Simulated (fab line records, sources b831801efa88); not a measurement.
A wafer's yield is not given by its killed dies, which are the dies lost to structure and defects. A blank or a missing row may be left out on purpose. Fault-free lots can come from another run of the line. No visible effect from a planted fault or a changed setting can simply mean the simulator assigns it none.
fab line records	flow sky130
record lots=14	wafers=42	last-day=51
route steps=708 shown VIA3@594 CAP2M@616 METAL4@635
lots untouched by any fault: they come from a run of this same line in which no faults occurred
start-h: start of the lot's first displayed wafer, in hours after the record's first day	wait-h: how many hours have passed since the lot's step before this one	" as in the row above	L1.1+2: a row that stands for several wafers	- no value, or no start given	* or withheld: withheld	< > ~ a bound
route shown NAME@n: a module of which the file shows steps, and the number in the route of the first	usual: average and standard deviation across the fault-free wafers	same: alike in all rows	chamber/n: place in a boat	sites: per-site readings	_std_site: the values' standard deviation	_edge_site: mean of outer sites minus mean of inner sites	radius-mm: for every site, how far away it sits from the centre of the wafer	mask NAME#n: copy n	behind: the tool/chamber that last shaped the wafer	hold: reason for holding the lot/hours on hold/outcome of the hold	device: the transistor (n, p or np) that didn't switch	end of line: tests run on the same wafers once the route is complete	a step without rows: its recipe alone	killed: dies that structure and defects cost at the first sort, which is not the same as the wafer's yield	map: dies across one wafer; x = killed, . = not, _ = none there
set.NAME: the setting the step ran with; set.NAME@STEP: the setting that earlier step ran with	model.NAME: the simulator's own value behind a step, which no gauge read
one table for each step of the route and one row for each wafer, over a sample of lots
services: the hour from which a tool's chamber was out of use, counted from the record's first day as start-h (under 0 if before that day), plus the number of hours and why
## steps
# step SKY_VIA3_CVD_21
# recipe material=W	target-thk-nm=390	time-s=117.31	temp-c=400	pressure-torr=40
# usual heater-power-outer-w=551/42	heater-power-w=829/48
# same time-s=117.31
lot.wafer	tool	chamber	start-h	wait-h	heater-power-outer-w	heater-power-w
L530.2	cvd-w-01	1	964.05	0.0	483	875
L530.3	"	0	"	"	516	741
L530.4	"	1	"	"	503	887
L534.1	cvd-w-02	1	985.16	0.0	531	794
L534.4	"	0	"	"	605	871
L534.5	"	0	"	"	612	882
L535.1	cvd-w-01	0	993.36	0.0	506	734
L535.5	"	0	"	"	509	766
L535.6	"	1	"	"	495	867
L536.3	cvd-w-02	0	1002.69	0.1	602	876
L536.4	"	1	"	"	548	786
L536.6	"	0	"	"	608	865
L537.1	cvd-w-02	1	1005.79	0.0	531	778
L537.4	"	0	"	"	603	871
L537.6	"	0	"	"	610	897
L538.1	cvd-w-02	1	1009.63	0.0	547	808
L538.2	"	0	"	"	609	881
L538.6	"	1	"	"	542	801
L540.2	cvd-w-02	1	1024.25	0.0	522	809
L540.3	"	1	"	"	531	801
L540.4	"	0	"	"	613	884
L546.3	cvd-w-01	1	1058.29	0.1	493	868
L546.4	"	0	"	"	514	774
L546.5	"	1	"	"	497	871
L547.2	cvd-w-02	1	1061.38	0.1	539	810
L547.3	"	1	"	"	542	790
L547.5	"	1	"	"	538	810
L548.1	cvd-w-01	0	1071.49	0.0	530	773
L548.2	"	1	"	"	510	865
L548.6	"	0	"	"	516	761
L549.1	cvd-w-02	1	1077.34	0.0	536	813
L549.5	"	0	"	"	606	861
L549.6	"	1	"	"	531	795
L552.1	cvd-w-02	0	1085.47	0.0	608	875
L552.2	"	1	"	"	546	793
L552.5	"	1	"	"	552	795
L551.1	cvd-w-01	1	1090.30	0.0	507	873
L551.2	"	0	"	"	515	766
L551.4	"	0	"	"	513	751
L553.1	cvd-w-02	1	1093.30	0.0	525	799
L553.2	"	0	"	"	615	850
L553.4	"	0	"	"	604	885
# step SKY_CAP2M_METAL_ETCH_13
# recipe target-depth-nm=220	stop-on=SiO2	chemistry=Cl2/BCl3	target=TiN	pressure-mtorr=10	icp-w=900	bias-w=48.5	Cl2_flow_sccm=60	bcl3-flow-sccm=30	time-s=62.9
# usual drypump-motor-current-A=5.4/0.5	oes-product-au=0.944/0.0077	throttle-valve-pct=21.900/0.0094
# same time-s=62.9
lot.wafer	tool	chamber	start-h	wait-h	drypump-motor-current-A	oes-product-au	rf-hours-counter-h	throttle-valve-pct
L530.2	rie-metal-04	0	988.74	0.0	5.2	0.950	8	21.896
L530.3	"	1	"	"	5.8	0.951	-	21.908
L530.4	"	0	"	"	5.2	0.946	-	21.895
L534.1	rie-metal-04	1	1007.99	0.0	5.8	0.943	7	21.922
L534.4	"	0	"	"	5.2	0.935	-	21.909
L534.5	"	1	"	"	5.8	0.934	-	21.895
L535.1	rie-metal-03	1	1015.37	0.0	5.0	0.950	7	21.904
L535.5	"	1	"	"	4.9	0.950	-	21.897
L535.6	"	0	"	"	5.3	0.933	-	21.898
L536.3	rie-metal-03	0	1024.07	0.0	5.3	0.936	-	21.912
L536.4	"	1	"	"	4.9	0.947	-	21.898
L536.6	"	1	"	"	5.0	0.939	-	21.908
L537.1	rie-metal-01	1	1026.92	0.0	4.7	0.943	5	21.904
L537.4	"	0	"	"	6.3	0.947	-	21.918
L537.6	"	0	"	"	6.3	0.947	-	21.907
L538.1	rie-metal-03	0	1029.77	0.0	5.3	0.940	9	21.899
L538.2	"	1	"	"	4.9	0.936	8	21.901
L538.6	"	0	"	"	5.3	0.943	-	21.878
L540.2	rie-metal-04	1	1043.72	0.0	5.8	0.941	9	21.901
L540.3	"	1	"	"	5.8	0.934	-	21.911
L540.4	"	0	"	"	5.2	0.924	-	21.904
L546.3	rie-metal-01	1	1080.95	0.0	4.7	0.935	-	21.924
L546.4	"	0	"	"	6.3	0.943	-	21.915
L546.5	"	1	"	"	4.7	0.940	-	21.903
L547.2	rie-metal-04	1	1084.89	0.0	5.8	0.954	12	21.908
L547.3	"	1	"	"	5.8	0.957	-	21.898
L547.5	"	0	"	"	5.2	0.957	-	21.889
L548.1	rie-metal-04	0	1093.82	0.0	5.2	0.939	15	21.885
L548.2	"	1	"	"	5.8	0.945	13	21.906
L548.6	"	1	"	"	5.8	0.940	-	21.890
L549.1	rie-metal-03	0	1099.74	0.0	5.4	0.952	14	21.907
L549.5	"	0	"	"	5.3	0.939	-	21.897
L549.6	"	1	"	"	4.9	0.940	-	21.929
L552.1	rie-metal-01	1	1107.87	0.0	4.7	0.942	10	21.886
L552.2	"	0	"	"	6.3	0.945	22	21.889
L552.5	"	1	"	"	4.7	0.952	-	21.907
L551.1	rie-metal-04	0	1111.72	0.0	5.2	0.958	16	21.895
L551.2	"	1	"	"	5.8	0.949	14	21.902
L551.4	"	0	"	"	5.2	0.950	-	21.891
L553.1	rie-metal-01	1	1114.44	0.0	4.7	0.953	10	21.878
L553.2	"	0	"	"	6.3	0.945	22	21.894
L553.4	"	0	"	"	6.3	0.950	-	21.893
# step SKY_CAP2M_STRIP_14
# recipe chemistry=O2/N2	power-w=1400	pressure-mtorr=1500	platen-temp-c=withheld	o2-flow-sccm=3000	n2-flow-sccm=300	overash-fraction=0.5
# usual chamber-pressure-mTorr=1499.9/1.3	drypump-motor-current-A=5.9/0.54	oes-product-au=0.711/0.0043	strip-time-to-endpoint-s=12.64/0.047
lot.wafer	tool	chamber	start-h	wait-h	chamber-pressure-mTorr	drypump-motor-current-A	oes-product-au	rf-hours-counter-h	strip-time-to-endpoint-s
L530.2	plasma-asher-03	0	988.82	0.1	1498.5	5.9	0.709	119	12.61
L530.3	"	0	"	"	1498.6	5.9	0.706	-	12.61
L530.4	"	1	"	"	1501.2	6.8	0.716	-	12.59
L534.1	plasma-asher-01	1	1008.07	0.1	1500.1	5.6	0.715	89	12.62
L534.4	"	1	"	"	1500.2	5.6	0.710	-	12.66
L534.5	"	1	"	"	1500.3	5.6	0.711	-	12.60
L535.1	plasma-asher-03	1	1015.45	0.1	1499.8	6.8	0.711	122	12.58
L535.5	"	1	"	"	1498.2	6.8	0.715	-	12.60
L535.6	"	0	"	"	1498.9	5.9	0.708	-	12.65
L536.3	plasma-asher-02	1	1024.15	0.1	1500.0	5.9	0.712	-	12.59
L536.4	"	0	"	"	1499.4	5.5	0.715	-	12.56
L536.6	"	1	"	"	1500.7	5.9	0.704	-	12.58
L537.1	plasma-asher-03	0	1027.00	0.1	1500.1	5.9	0.712	123	12.69
L537.4	"	0	"	"	1501.7	5.9	0.702	-	12.66
L537.6	"	0	"	"	1502.0	5.9	0.713	-	12.63
L538.1	plasma-asher-02	1	1029.85	0.1	1500.1	5.9	0.711	58	12.64
L538.2	"	0	"	"	1502.0	5.5	0.711	58	12.61
L538.6	"	0	"	"	1498.7	5.5	0.715	-	12.68
L540.2	plasma-asher-02	1	1043.80	0.1	1498.8	5.9	0.707	59	12.62
L540.3	"	0	"	"	1499.5	5.5	0.709	-	12.63
L540.4	"	1	"	"	1498.6	5.9	0.721	-	12.65
L546.3	plasma-asher-01	1	1081.03	0.1	1498.2	5.6	0.710	-	12.68
L546.4	"	0	"	"	1500.8	5.0	0.700	-	12.65
L546.5	"	0	"	"	1500.2	5.1	0.712	-	12.63
L547.2	plasma-asher-03	0	1084.97	0.1	1501.7	5.9	0.714	2	12.62
L547.3	"	1	"	"	1499.4	6.8	0.709	-	12.63
L547.5	"	0	"	"	1496.9	5.9	0.712	-	12.59
L548.1	plasma-asher-03	0	1093.90	0.1	1499.8	5.9	0.714	3	12.63
L548.2	"	1	"	"	1499.0	6.8	0.710	3	12.67
L548.6	"	0	"	"	1496.9	5.9	0.711	-	12.68
L549.1	plasma-asher-02	1	1099.82	0.1	1498.9	5.9	0.713	64	12.56
L549.5	"	0	"	"	1498.9	5.5	0.707	-	12.58
L549.6	"	1	"	"	1498.0	5.9	0.715	-	12.68
L552.1	plasma-asher-03	1	1107.95	0.1	1499.8	6.8	0.710	4	12.66
L552.2	"	0	"	"	1500.5	5.9	0.708	4	12.62
L552.5	"	1	"	"	1502.2	6.8	0.712	-	12.64
L551.1	plasma-asher-01	0	1111.80	0.1	1500.0	5.1	0.708	100	12.71
L551.2	"	1	"	"	1499.8	5.6	0.709	100	12.74
L551.4	"	0	"	"	1500.7	5.1	0.709	-	12.68
L553.1	plasma-asher-01	0	1114.52	0.1	1498.4	5.2	0.708	100	12.62
L553.2	"	1	"	"	1500.4	5.6	0.706	100	12.60
L553.4	"	1	"	"	1498.7	5.6	0.707	-	12.57
# step SKY_METAL4_STRIP_19
# recipe chemistry=O2/N2	power-w=1400	pressure-mtorr=1500	platen-temp-c=withheld	o2-flow-sccm=3000	n2-flow-sccm=300	overash-fraction=0.5
# usual chamber-pressure-mTorr=1500/4.2	drypump-motor-current-A=6.1/0.56	oes-product-au=0.502/0.0054	strip-time-to-endpoint-s=6.53/0.071
lot.wafer	tool	chamber	start-h	wait-h	chamber-pressure-mTorr	drypump-motor-current-A	oes-product-au	rf-hours-counter-h	strip-time-to-endpoint-s
L530.2	plasma-asher-03	1	1010.97	0.1	1502	6.8	0.504	121	6.62
L530.3	"	1	"	"	1500	6.8	0.504	-	6.53
L530.4	"	0	"	"	1502	5.9	0.498	-	6.53
L534.1	plasma-asher-03	0	1028.51	0.1	1502	5.9	0.505	123	6.60
L534.4	"	0	"	"	1500	5.9	0.502	-	6.51
L534.5	"	0	"	"	1499	5.9	0.507	-	6.65
L535.1	plasma-asher-04	1	1036.36	0.1	1499	6.3	0.506	26	6.54
L535.5	"	1	"	"	1499	6.3	0.501	-	6.51
L535.6	"	0	"	"	1498	6.5	0.498	-	6.58
L536.3	plasma-asher-04	1	1043.90	0.1	1500	6.3	0.498	-	6.55
L536.4	"	0	"	"	1499	6.5	0.501	-	6.51
L536.6	"	0	"	"	1498	6.5	0.492	-	6.50
L537.1	plasma-asher-01	1	1045.97	0.1	-	-	-	-	-
L537.4	"	1	"	"	-	-	-	-	-
L537.6	"	0	"	"	-	-	-	-	-
L538.1	plasma-asher-04	1	1052.22	0.1	-	-	-	-	-
L538.2	"	0	"	"	-	-	-	-	-
L538.6	"	1	"	"	-	-	-	-	-
L540.2	plasma-asher-03	1	1068.62	0.1	1501	6.8	0.509	1	6.59
L540.3	"	1	"	"	1501	6.8	0.510	-	6.48
L540.4	"	0	"	"	1499	5.9	0.510	-	6.54
L546.3	plasma-asher-04	0	1103.65	0.1	1501	6.5	0.504	-	6.59
L546.4	"	1	"	"	1500	6.3	0.507	-	6.55
L546.5	"	1	"	"	1501	6.3	0.503	-	6.50
L547.2	plasma-asher-04	0	1106.92	0.1	1500	6.5	0.508	33	6.51
L547.3	"	0	"	"	1503	6.5	0.510	-	6.64
L547.5	"	1	"	"	1501	6.3	0.502	-	6.59
L548.1	plasma-asher-04	0	1115.41	0.1	1499	6.5	0.499	34	6.49
L548.2	"	1	"	"	1502	6.3	0.507	34	6.65
L548.6	"	1	"	"	1498	6.4	0.502	-	6.52
L549.1	plasma-asher-03	1	1121.21	0.1	1502	6.8	0.497	6	6.59
L549.5	"	0	"	"	1500	5.9	0.494	-	6.39
L549.6	"	1	"	"	1501	6.8	0.505	-	6.59
L552.1	plasma-asher-01	1	1129.12	0.1	1499	5.6	0.499	102	6.49
L552.2	"	0	"	"	1500	5.1	0.512	102	6.65
L552.5	"	1	"	"	1501	5.6	0.505	-	6.64
L551.1	plasma-asher-03	1	1132.66	0.1	1501	6.8	0.494	7	6.40
L551.2	"	0	"	"	1452	5.9	0.507	7	6.60
L551.4	"	0	"	"	1499	5.9	0.497	-	6.50
L553.1	plasma-asher-04	0	1135.32	0.1	1500	6.5	0.493	36	6.58
L553.2	"	1	"	"	1497	6.3	0.499	36	6.50
L553.4	"	0	"	"	1500	6.5	0.503	-	6.45
## services
tool	chamber	start-h	hours	kind
rie-metal-04	-	944.86	0.6	repair
plasma-asher-04	-	949.84	7.5	repair
cvd-w-02	-	963.82	0.2	repair
plasma-asher-02	-	986.59	2.8	pm
plasma-asher-04	-	994.23	6.3	repair
cvd-w-01	1	1000.32	14.1	repair
plasma-asher-02	-	1049.89	0.4	repair
cvd-w-02	0	1054.01	8.8	repair
plasma-asher-03	-	1055.25	9.0	pm
plasma-asher-03	0	1055.25	9.4	vent-cycle
plasma-asher-03	1	1055.25	9.4	vent-cycle
plasma-asher-03	-	1060.51	4.1	repair
rie-metal-03	-	1061.44	1.4	pm
plasma-asher-03	0	1064.25	-	clean
plasma-asher-03	1	1064.25	-	clean
plasma-asher-02	-	1065.85	1.3	repair
plasma-asher-02	-	1067.16	6.9	repair
cvd-w-02	-	1114.06	0.8	repair
rie-metal-01	-	1115.43	1.4	pm
rie-metal-01	-	1122.66	2.4	repair
## key
first-sign step=SKY_METAL4_STRIP_19	reading=tool-record	direction=missing
effect none on later readings
met-at SKY_METAL4_STRIP_19
struck-lots L537,L538
later-rows-left-out L537.1,L537.4,L537.6,L538.1,L538.2,L538.6
sort-left-out L537.1,L537.4,L537.6,L538.1,L538.2,L538.6
not-acting-at SKY_VIA3_CVD_21,SKY_CAP2M_METAL_ETCH_13,SKY_CAP2M_STRIP_14
onset-between 1043.90 1045.97
fault kind=skipped-step-whole	tool=plasma-asher-01,plasma-asher-04	chamber=-	onset-h=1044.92	steps=SKY_METAL4_STRIP_19	scope=struck-lots-only
# sort-left-out: the simulated sort isn't trusted on such a fault, so these wafers' sort isn't shown, and their yield isn't known
# later-rows-left-out: the simulator's readings of these wafers behind a module that went badly wrong aren't trusted and aren't shown, but for the sort
